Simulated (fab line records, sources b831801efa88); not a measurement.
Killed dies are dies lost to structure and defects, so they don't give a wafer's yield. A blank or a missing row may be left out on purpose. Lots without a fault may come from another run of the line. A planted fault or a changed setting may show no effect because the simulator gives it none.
fab line records | flow sfq_line | part 1 of 2: steps 1 to 29 of 41
record lots=5 wafers=15 last_day=78
route steps=325 shown M4@149 I4@163 JJ@178
lots that met no fault: from a run of the same line without faults
start_h: hours from the record's first day to the start of the lot's first wafer shown | wait_h: hours since the lot's step before | " the same as in the row above | L1.1+2: a row that stands for several wafers | - no value, or no start given | * or withheld: withheld | < > ~ a bound
route shown NAME@n: a module of which the file shows steps, and the number in the route of the first | usual: mean/standard deviation of fault-free wafers | same: alike in all rows | chamber/n: place in a boat | sites: the reading at each site | _std_site: their standard deviation | _edge_site: outer sites' mean less inner sites' | radius_mm: how far each site lies from the wafer's centre | mask NAME#n: copy n | behind: the tool/chamber that last shaped the wafer | hold: why the lot was held/for how many hours/how that ended | device: the transistor (n, p or np) that didn't switch | end of line: the same wafers' tests at the end of the route | a step without rows: its recipe alone | killed: dies lost to structure and defects at the first sort, not the wafer's yield | map: a wafer's dies, x killed, . not, _ none there
set.NAME: the setting as run; set.NAME@STEP: as run at that earlier step | model.NAME: the simulator's own value behind a step, which no gauge read
lots at some steps of the route; a table a step, a row a wafer
services: from which hour (start_h, from the record's first day; less than 0 if before it) a tool's chamber was out of use, for how many hours, and why
## steps
# step SFQ_TRILAYER_M4_DEP_SPUTTER_091
# recipe material=Nb base_pressure_pa=1.33e-06 chamber_pressure_pa=0.1333 substrate_temp_c=20 resputter_cathode_voltage_v=400 target_thk_nm=200 power_w=2000 time_s=133.3
# usual throttle_valve_pct=30.7/0.78
# same time_s=133.3
# columns lot.wafer tool chamber start_h wait_h throttle_valve_pct
L078.1 pvd_sputter-04 - 792.67 0.0 31.0
L078.2 " - " " 31.1
L078.3 " - " " 31.8
L081.2 pvd_sputter-05 - 814.27 0.0 30.3
L081.4 " - " " 31.8
L081.6 " - " " 31.7
L083.1 pvd_sputter-03 - 836.62 0.0 30.2
L083.2 " - " " 31.0
L083.3 " - " " 30.4
L084.3 pvd_sputter-03 - 839.02 0.0 31.3
L084.5 " - " " 30.8
L084.6 " - " " 31.2
L086.2 pvd_sputter-04 - 849.85 0.0 31.0
L086.5 " - " " 30.6
L086.6 " - " " 31.7
# step SFQ_M4_RS_MEAS_924
# recipe thk_meas_gauge=four-point-probe reads=Nb_of_TRILAYER_M4_DEP_SPUTTER_091
# usual M4_NB_RS=0.884/0.011
# columns lot.wafer tool chamber start_h wait_h M4_NB_RS[ohm/sq]
L078.1 film_metro-03 - 792.76 0.0 0.895
L078.2 " - " " 0.909
L078.3 " - " " 0.908
L081.2 film_metro-04 - 814.38 0.1 0.862
L081.4 " - " " 0.872
L081.6 " - " " 0.877
L083.1 film_metro-03 - 836.71 0.0 0.864
L083.2 " - " " 0.895
L083.3 " - " " 0.882
L084.3 film_metro-03 - 839.15 0.1 0.882
L084.5 " - " " 0.871
L084.6 " - " " 0.881
L086.2 film_metro-01 - 849.97 0.1 0.887
L086.5 " - " " 0.882
L086.6 " - " " 0.892
# step SFQ_TRILAYER_M4_LITHO_COAT_098
# recipe resist=BARC spin_rpm=3000 resist_thk_nm=62
# columns lot.wafer tool chamber start_h wait_h
L078.1+2+3 litho_track-04 0 792.94 0.1
L081.2+4+6 litho_track-03 0 814.59 0.1
L083.1+2+3 litho_track-01 0 836.89 0.1
L084.3+5+6 litho_track-01 0 839.39 0.1
L086.2+5+6 litho_track-01 0 850.18 0.1
# step SFQ_TRILAYER_M4_LITHO_COAT_093
# recipe resist=KrF spin_rpm=3000 resist_thk_nm=600
# columns lot.wafer tool chamber start_h wait_h
L078.1+2+3 litho_track-04 0 793.24 0.2
L081.2+4+6 litho_track-03 0 814.89 0.2
L083.1+2+3 litho_track-01 0 837.19 0.2
L084.3+5+6 litho_track-01 0 839.69 0.2
L086.2+5+6 litho_track-01 0 850.48 0.2
# step SFQ_TRILAYER_M4_LITHO_SOFTBAKE_097
# recipe temp_c=withheld time_s=withheld resist=KrF
# columns lot.wafer tool chamber start_h wait_h
L078.1+2+3 litho_track-04 0 793.54 0.2
L081.2+4+6 litho_track-03 0 815.16 0.2
L083.1+2+3 litho_track-01 0 837.49 0.2
L084.3+5+6 litho_track-01 0 839.94 0.2
L086.2+5+6 litho_track-01 0 850.76 0.2
# step SFQ_TRILAYER_M4_LITHO_EXPOSE_094
# recipe mask_id=M4 na=0.6 source_shape=conventional sigma_outer=0.65 target_cd_nm=500 dose_mj=14.4
# columns lot.wafer tool chamber start_h wait_h mask
L078.1+2+3 krf_scanner-02 0 855.14 - M4#0
L081.2+4+6 krf_scanner-02 0 869.74 - M4#0
L083.1+2+3 krf_scanner-02 0 887.54 - M4#0
L084.3+5+6 krf_scanner-02 0 890.34 - M4#0
L086.2+5+6 krf_scanner-02 0 897.34 - M4#0
# step SFQ_TRILAYER_M4_LITHO_PEB_096
# recipe peb_temp_c=115 peb_time_s=60 resist=KrF
# columns lot.wafer tool chamber start_h wait_h
L078.1+2+3 litho_track-03 0 856.34 1.0
L081.2+4+6 litho_track-04 0 870.76 0.8
L083.1+2+3 litho_track-03 0 888.74 1.0
L084.3+5+6 litho_track-04 0 891.19 0.7
L086.2+5+6 litho_track-04 0 898.36 0.8
# step SFQ_TRILAYER_M4_LITHO_DEVELOP_095
# recipe time_s=60 resist=KrF
# same time_s=60
# columns lot.wafer tool chamber start_h wait_h
L078.1+2+3 litho_track-03 0 856.49 0.1
L081.2+4+6 litho_track-04 0 870.91 0.1
L083.1+2+3 litho_track-03 0 888.89 0.1
L084.3+5+6 litho_track-04 0 891.34 0.1
L086.2+5+6 litho_track-04 0 898.51 0.1
# step SFQ_M4_OVL_MEAS_926
# usual M4_OVL=3/6.6
# columns lot.wafer tool chamber start_h wait_h M4_OVL[nm]
L078.1 overlay-01 - 856.64 0.1 0
L078.2 " - " " 5
L078.3 " - " " -10
L081.2 overlay-01 - 871.04 0.1 15
L081.4 " - " " 12
L081.6 " - " " 11
L083.1 overlay-01 - 889.04 0.1 3
L083.2 " - " " 10
L083.3 " - " " 7
L084.3 overlay-01 - 891.45 0.1 4
L084.5 " - " " 5
L084.6 " - " " -3
L086.2 overlay-01 - 898.64 0.1 6
L086.5 " - " " 4
L086.6 " - " " 0
# step SFQ_TRILAYER_M4_BARC_OPEN_METAL_ETCH_123
# recipe mask_material=PR chemistry=O2 target_depth_nm=125 target=BARC icp_w=600 bias_w=80 pressure_mtorr=10 time_s=41.7
# usual drypump_motor_current_A=5.5/0.37 oes_product_au=0.685/0.0046
# same time_s=41.7
# columns lot.wafer tool chamber start_h wait_h drypump_motor_current_A oes_product_au rf_hours_counter_h
L078.1 rie_metal-03 1 856.67 0.0 5.4 0.688 58
L078.2 " 0 " " 5.3 0.689 66
L078.3 " 0 " " 5.3 0.685 -
L081.2 rie_metal-02 1 871.09 0.0 6.0 0.687 -
L081.4 " 1 " " 5.9 0.686 -
L081.6 " 1 " " 5.9 0.682 -
L083.1 rie_metal-02 1 889.07 0.0 5.9 0.688 135
L083.2 " 1 " " 5.9 0.678 -
L083.3 " 1 " " 5.9 0.687 -
L084.3 rie_metal-02 1 891.51 0.1 5.9 0.691 -
L084.5 " 1 " " 5.9 0.677 -
L084.6 " 1 " " 6.0 0.687 -
L086.2 rie_metal-04 1 898.67 0.0 4.8 0.690 112
L086.5 " 1 " " 4.8 0.676 -
L086.6 " 0 " " 5.1 0.684 -
# step SFQ_TRILAYER_M4_ETCH_METAL_ETCH_096
# recipe target=Nb stop_on=SiO2 mask_material=PR chemistry=Cl2/Ar target_depth_nm=240 icp_w=600 bias_w=80 pressure_mtorr=10 time_s=120
# usual drypump_motor_current_A=5.5/0.37 oes_product_au=0.897/0.0084
# same time_s=120
# columns lot.wafer tool chamber start_h wait_h drypump_motor_current_A oes_product_au rf_hours_counter_h
L078.1 rie_metal-03 1 856.73 0.0 5.4 0.897 58
L078.2 " 0 " " 5.3 0.881 66
L078.3 " 0 " " 5.3 0.889 -
L081.2 rie_metal-02 1 871.24 0.1 6.0 0.902 -
L081.4 " 1 " " 5.9 0.898 -
L081.6 " 1 " " 5.9 0.907 -
L083.1 rie_metal-02 1 889.19 0.1 6.0 0.911 135
L083.2 " 1 " " 5.9 0.893 -
L083.3 " 1 " " 5.9 0.891 -
L084.3 rie_metal-02 1 891.68 0.1 6.0 0.902 -
L084.5 " 1 " " 6.0 0.906 -
L084.6 " 1 " " 5.9 0.901 -
L086.2 rie_metal-04 1 898.73 0.0 4.9 0.898 112
L086.5 " 1 " " 4.9 0.894 -
L086.6 " 0 " " 5.1 0.892 -
# step SFQ_TRILAYER_M4_STRIP_STRIP_097
# recipe gas=O2 power_w=200 platen_temp_c=40 overash_fraction=0.65 chemistry=O2 pressure_mtorr=50
# usual drypump_motor_current_A=5.5/0.37 oes_product_au=1.001/0.011 platen_temp_c=39.99/0.11
# same overash_fraction=0.65
# columns lot.wafer tool chamber start_h wait_h drypump_motor_current_A oes_product_au platen_temp_c rf_hours_counter_h
L078.1 rie_metal-03 1 856.86 0.1 5.4 1.003 39.93 58
L078.2 " 0 " " 5.3 0.988 39.99 66
L078.3 " 0 " " 5.3 0.988 39.93 -
L081.2 rie_metal-02 1 871.64 0.4 5.9 0.991 40.00 -
L081.4 " 1 " " 5.9 0.997 40.01 -
L081.6 " 1 " " 5.9 1.000 39.94 -
L083.1 rie_metal-02 1 889.44 0.2 5.9 0.998 39.80 135
L083.2 " 1 " " 5.9 0.993 39.89 -
L083.3 " 1 " " 5.9 0.992 40.08 -
L084.3 rie_metal-02 1 892.24 0.5 6.0 0.988 39.99 -
L084.5 " 1 " " 5.9 0.994 40.12 -
L084.6 " 1 " " 5.9 0.998 39.93 -
L086.2 rie_metal-04 1 898.86 0.1 4.8 1.019 39.99 112
L086.5 " 1 " " 4.9 1.021 40.11 -
L086.6 " 0 " " 5.1 1.012 40.03 -
# step SFQ_TRILAYER_M4_STRIP_SOLV_CLEAN_098
# recipe chemistry=NMP temp_c=70 time_s=600
# same time_s=600
# columns lot.wafer tool chamber start_h wait_h
L078.1+2+3 wet_bench-04 6,7,2 857.46 0.4
L081.2+4+6 wet_bench-01 0,2,1 872.64 0.8
L083.1+2+3 wet_bench-01 7,5,6 890.64 1.0
L084.3+5+6 wet_bench-04 3,2,1 893.04 0.6
L086.2+5+6 wet_bench-02 5,0,4 899.46 0.4
# step SFQ_TRILAYER_I4_DEP_PECVD_099
# recipe material=SiO2 temp_c=150 time_s=111.11 pressure_torr=2.4 rf_w=183.3 precursor=SiH4/N2O target_thk_nm=500
# usual chamber_pressure_Torr=2.401/0.0045 heater_power_w=83/14 throttle_valve_pct=24.7/1.1
# same time_s=111.11
# columns lot.wafer tool chamber start_h wait_h chamber_pressure_Torr heater_power_w since_wet_clean_h throttle_valve_pct
L078.1 pecvd-01 2 857.63 0.0 2.410 69 649 24.6
L078.2 " 0 " " 2.398 89 649 24.4
L078.3 " 1 " " 2.405 63 649 23.3
L081.2 pecvd-01 0 872.82 0.0 2.398 78 665 24.1
L081.4 " 2 " " 2.399 81 - 24.5
L081.6 " 0 " " 2.399 83 - 24.3
L083.1 pecvd-04 1 890.82 0.0 2.397 113 1436 24.7
L083.2 " 2 " " 2.408 77 1436 25.2
L083.3 " 0 " " 2.397 71 1436 26.0
L084.3 pecvd-01 0 893.39 0.0 2.396 81 685 24.6
L084.5 " 2 " " 2.404 81 - 24.7
L084.6 " 1 " " 2.401 67 - 23.5
L086.2 pecvd-03 0 899.65 0.0 2.403 92 1061 23.7
L086.5 " 2 " " 2.406 93 - 25.9
L086.6 " 1 " " 2.399 79 - 26.3
# step SFQ_TRILAYER_I4_CMP_CMP_100
# recipe material=SiO2 down_force_psi=3 platen_rpm=60 pad_velocity_m_s=0.94248
# usual motor_current_A=10.1/0.57 slurry_filter_dp_kPa=13.50/0.13 time_to_endpoint_s=214/11
# columns lot.wafer tool chamber start_h wait_h motor_current_A slurry_filter_dp_kPa time_to_endpoint_s
L078.3 cmp-01 3 916.89 59.2 11.6 13.46 203
L078.2 " 0 " " 9.9 13.46 228
L078.1 " 1 " " 10.3 13.59 205
L081.2 cmp-02 1 933.71 60.9 9.7 13.55 230
L081.4 " 3 934.71 61.8 10.1 13.46 218
L081.6 " 0 " " 10.2 13.34 230
L083.3 cmp-01 0 950.39 59.5 9.9 13.58 218
L083.1 " 1 " " 10.5 13.48 200
L083.2 " 3 951.89 61.0 11.4 13.43 212
L084.3 cmp-02 0 954.71 61.3 9.7 13.34 209
L084.6 " 3 956.21 62.7 10.1 13.26 201
L084.5 " 0 " " 9.8 13.41 224
L086.2 cmp-01 1 962.39 62.7 10.4 13.73 195
L086.6 " 1 964.39 64.7 10.2 13.44 197
L086.5 " 2 " " 10.3 13.57 207
# step SFQ_I4_BOW_MEAS_927
# recipe mode=bow
# usual I4_BOW=6/10
# columns lot.wafer tool chamber start_h wait_h I4_BOW[um]
L078.1 film_metro-01 - 919.39 1.0 -5
L078.2 " - " " -6
L078.3 " - " " 2
L081.2 film_metro-02 - 936.23 2.0 32
L081.4 " - " " 17
L081.6 " - " " 19
L083.1 film_metro-02 - 953.39 2.0 1
L083.2 " - " " 8
L083.3 " - " " 4
L084.3 film_metro-03 - 957.25 2.0 -8
L084.5 " - " " -19
L084.6 " - " " -3
L086.2 film_metro-02 - 965.41 2.5 -7
L086.5 " - " " -13
L086.6 " - " " -12
# step SFQ_TRILAYER_I4_METRO_MEASURE_101
# usual thk_nm=200.1/1.5
# columns lot.wafer tool chamber start_h wait_h thk_nm
L078.1 film_metro-01 - 919.51 0.1 197.3
L078.2 " - " " 201.7
L078.3 " - " " 198.6
L081.2 film_metro-02 - 936.53 0.3 200.9
L081.4 " - " " 197.2
L081.6 " - " " 198.9
L083.1 film_metro-02 - 953.51 0.1 198.1
L083.2 " - " " 198.4
L083.3 " - " " 200.3
L084.3 film_metro-03 - 957.73 0.5 200.4
L084.5 " - " " 201.3
L084.6 " - " " 199.0
L086.2 film_metro-02 - 965.71 0.3 198.0
L086.5 " - " " 199.7
L086.6 " - " " 197.0
# step SFQ_TRILAYER_I4_VIA_LITHO_COAT_108
# recipe resist=BARC spin_rpm=3000 resist_thk_nm=62
# columns lot.wafer tool chamber start_h wait_h
L078.1+2+3 litho_track-03 0 920.71 1.0
L081.2+4+6 litho_track-03 0 937.58 0.8
L083.1+2+3 litho_track-02 0 954.71 1.0
L084.3+5+6 litho_track-04 0 958.63 0.7
L086.2+5+6 litho_track-04 0 966.76 0.8
# step SFQ_TRILAYER_I4_VIA_LITHO_COAT_103
# recipe resist=KrF spin_rpm=3000 resist_thk_nm=650
# columns lot.wafer tool chamber start_h wait_h
L078.1+2+3 litho_track-03 0 921.01 0.2
L081.2+4+6 litho_track-03 0 937.88 0.2
L083.1+2+3 litho_track-02 0 955.01 0.2
L084.3+5+6 litho_track-04 0 958.93 0.2
L086.2+5+6 litho_track-04 0 967.06 0.2
# step SFQ_TRILAYER_I4_VIA_LITHO_SOFTBAKE_107
# recipe temp_c=withheld time_s=withheld resist=KrF
# columns lot.wafer tool chamber start_h wait_h
L078.1+2+3 litho_track-03 0 921.31 0.2
L081.2+4+6 litho_track-03 0 938.16 0.2
L083.1+2+3 litho_track-02 0 955.31 0.2
L084.3+5+6 litho_track-04 0 959.18 0.2
L086.2+5+6 litho_track-04 0 967.34 0.2
# step SFQ_TRILAYER_I4_VIA_LITHO_EXPOSE_104
# recipe mask_id=I4 na=0.6 source_shape=conventional sigma_outer=0.65 target_cd_nm=700 dose_mj=21.3
# columns lot.wafer tool chamber start_h wait_h mask
L078.1+2+3 krf_scanner-02 0 1013.56 - I4#0
L081.2+4+6 krf_scanner-02 0 1026.96 - I4#0
L083.1+2+3 krf_scanner-02 0 1045.96 - I4#0
L084.3+5+6 krf_scanner-02 0 1051.16 - I4#0
L086.2+5+6 krf_scanner-02 0 1060.56 - I4#0
# step SFQ_TRILAYER_I4_VIA_LITHO_PEB_106
# recipe peb_temp_c=115 peb_time_s=60 resist=KrF
# columns lot.wafer tool chamber start_h wait_h
L078.1+2+3 litho_track-04 0 1014.76 1.0
L081.2+4+6 litho_track-03 0 1027.99 0.8
L083.1+2+3 litho_track-04 0 1047.16 1.0
L084.3+5+6 litho_track-02 0 1052.01 0.7
L086.2+5+6 litho_track-03 0 1061.59 0.8
# step SFQ_TRILAYER_I4_VIA_LITHO_DEVELOP_105
# recipe time_s=60 resist=KrF
# same time_s=60
# columns lot.wafer tool chamber start_h wait_h
L078.1+2+3 litho_track-04 0 1014.91 0.1
L081.2+4+6 litho_track-03 0 1028.14 0.1
L083.1+2+3 litho_track-04 0 1047.31 0.1
L084.3+5+6 litho_track-02 0 1052.16 0.1
L086.2+5+6 litho_track-03 0 1061.74 0.1
# step SFQ_I4_OVL_MEAS_928
# usual I4_OVL=-1/4.8
# columns lot.wafer tool chamber start_h wait_h I4_OVL[nm]
L078.1 overlay-01 - 1015.06 0.1 -10
L078.2 " - " " -6
L078.3 " - " " -5
L081.2 overlay-02 - 1028.27 0.1 5
L081.4 " - " " 0
L081.6 " - " " 1
L083.1 overlay-01 - 1047.46 0.1 -4
L083.2 " - " " -3
L083.3 " - " " -9
L084.3 overlay-01 - 1052.28 0.1 5
L084.5 " - " " 5
L084.6 " - " " 3
L086.2 overlay-02 - 1061.87 0.1 0
L086.5 " - " " -3
L086.6 " - " " 4
# step SFQ_TRILAYER_I4_VIA_BARC_OPEN_VIA_ETCH_146
# recipe mask_material=PR chemistry=O2 target_depth_nm=125 target=BARC source_w=500 bias_w=80 pressure_mtorr=30 time_s=41.7
# usual drypump_motor_current_A=5.6/0.38 oes_product_au=0.685/0.005
# same time_s=41.7
# columns lot.wafer tool chamber start_h wait_h drypump_motor_current_A oes_product_au rf_hours_counter_h
L078.1 rie_diel-01 3 1015.10 0.0 6.2 0.700 19
L078.2 " 0 " " 5.6 0.675 19
L078.3 " 1 " " 5.8 0.682 3
L081.2 rie_diel-01 0 1028.30 0.0 5.6 0.684 20
L081.4 " 3 " " 6.2 0.692 -
L081.6 " 1 " " 5.8 0.681 -
L083.1 rie_diel-02 2 1047.50 0.0 5.8 0.682 9
L083.2 " 0 " " 6.1 0.685 23
L083.3 " 1 " " 5.4 0.695 16
L084.3 rie_diel-03 3 1052.30 0.0 5.9 0.684 20
L084.5 " 3 " " 5.9 0.692 -
L084.6 " 0 " " 4.8 0.679 -
L086.2 rie_diel-03 0 1061.90 0.0 4.8 0.686 14
L086.5 " 0 " " 4.8 0.691 -
L086.6 " 1 " " 5.4 0.682 -
# step SFQ_TRILAYER_I4_VIA_ETCH_VIA_ETCH_106
# recipe target=SiO2 stop_on=Nb mask_material=PR taper_deg=20 chemistry=CHF3 target_depth_nm=260 source_w=500 bias_w=80 pressure_mtorr=30 time_s=withheld
# usual drypump_motor_current_A=5.6/0.38 oes_product_au=0.854/0.0054
# columns lot.wafer tool chamber start_h wait_h drypump_motor_current_A oes_product_au
L078.1 rie_diel-01 3 1015.14 0.0 6.2 0.854
L078.2 " 0 " " 5.5 0.862
L078.3 " 1 " " 5.8 0.856
L081.2 rie_diel-01 0 1028.34 0.0 5.6 0.858
L081.4 " 3 " " 6.2 0.839
L081.6 " 1 " " 5.8 0.849
L083.1 rie_diel-02 2 1047.54 0.0 5.8 0.851
L083.2 " 0 " " 6.0 0.857
L083.3 " 1 " " 5.4 0.850
L084.3 rie_diel-03 3 1052.34 0.0 5.9 0.860
L084.5 " 3 " " 5.9 0.858
L084.6 " 0 " " 4.8 0.850
L086.2 rie_diel-03 0 1061.94 0.0 4.8 0.844
L086.5 " 0 " " 4.8 0.857
L086.6 " 1 " " 5.4 0.847
# step SFQ_TRILAYER_I4_VIA_STRIP_STRIP_107
# recipe gas=O2 power_w=200 platen_temp_c=40 overash_fraction=0.65 chemistry=O2 pressure_mtorr=50
# usual drypump_motor_current_A=5.3/0.41 oes_product_au=1.011/0.012 platen_temp_c=39.99/0.1
# same overash_fraction=0.65
# columns lot.wafer tool chamber start_h wait_h drypump_motor_current_A oes_product_au platen_temp_c rf_hours_counter_h
L078.1 rie_metal-01 1 1015.25 - 5.2 1.027 40.05 122
L078.2 " 0 " " 5.1 1.000 40.22 151
L078.3 " 1 " " 5.2 1.023 40.15 -
L081.2 rie_metal-02 0 1028.45 - 5.8 1.005 39.83 27
L081.4 " 0 " " 5.8 1.010 40.03 -
L081.6 " 0 " " 5.7 1.006 39.94 -
L083.1 rie_metal-02 0 1047.65 - 5.8 0.999 40.11 29
L083.2 " 1 " " 5.9 0.986 39.97 166
L083.3 " 1 " " 5.9 0.997 40.03 -
L084.3 rie_metal-01 0 1052.65 - 5.1 1.018 40.06 -
L084.5 " 1 " " 5.2 1.025 39.93 -
L084.6 " 0 " " 5.1 1.002 40.09 -
L086.2 rie_metal-04 1 1062.25 - 4.8 1.011 39.85 -
L086.5 " 1 " " 4.8 1.013 39.87 -
L086.6 " 1 " " 4.8 1.003 40.01 -
# step SFQ_TRILAYER_I4_VIA_STRIP_SOLV_CLEAN_108
# recipe chemistry=NMP temp_c=70 time_s=600
# same time_s=600
# columns lot.wafer tool chamber start_h wait_h
L078.1+2+3 wet_bench-02 2,0,7 1015.85 0.4
L081.2+4+6 wet_bench-04 1,4,3 1029.05 0.4
L083.1+2+3 wet_bench-04 7,1,5 1048.25 0.4
L084.3+5+6 wet_bench-02 7,2,3 1053.05 0.2
L086.2+5+6 wet_bench-03 2,7,3 1063.25 0.8
# step SFQ_TRILAYER_JJ_TRILAYER_DEP_PRE_CLEAN_113
# recipe gas=Ar time_s=22.5 bias_v=250
# same time_s=22.5
# columns lot.wafer tool chamber start_h wait_h
L078.1+2+3 pvd_sputter-06 - 1016.03 0.0
L081.2+4+6 pvd_sputter-04 - 1029.24 0.0
L083.1+2+3 pvd_sputter-04 - 1048.44 0.0
L084.3+5+6 pvd_sputter-03 - 1053.23 0.0
L086.2+5+6 pvd_sputter-04 - 1063.43 0.0
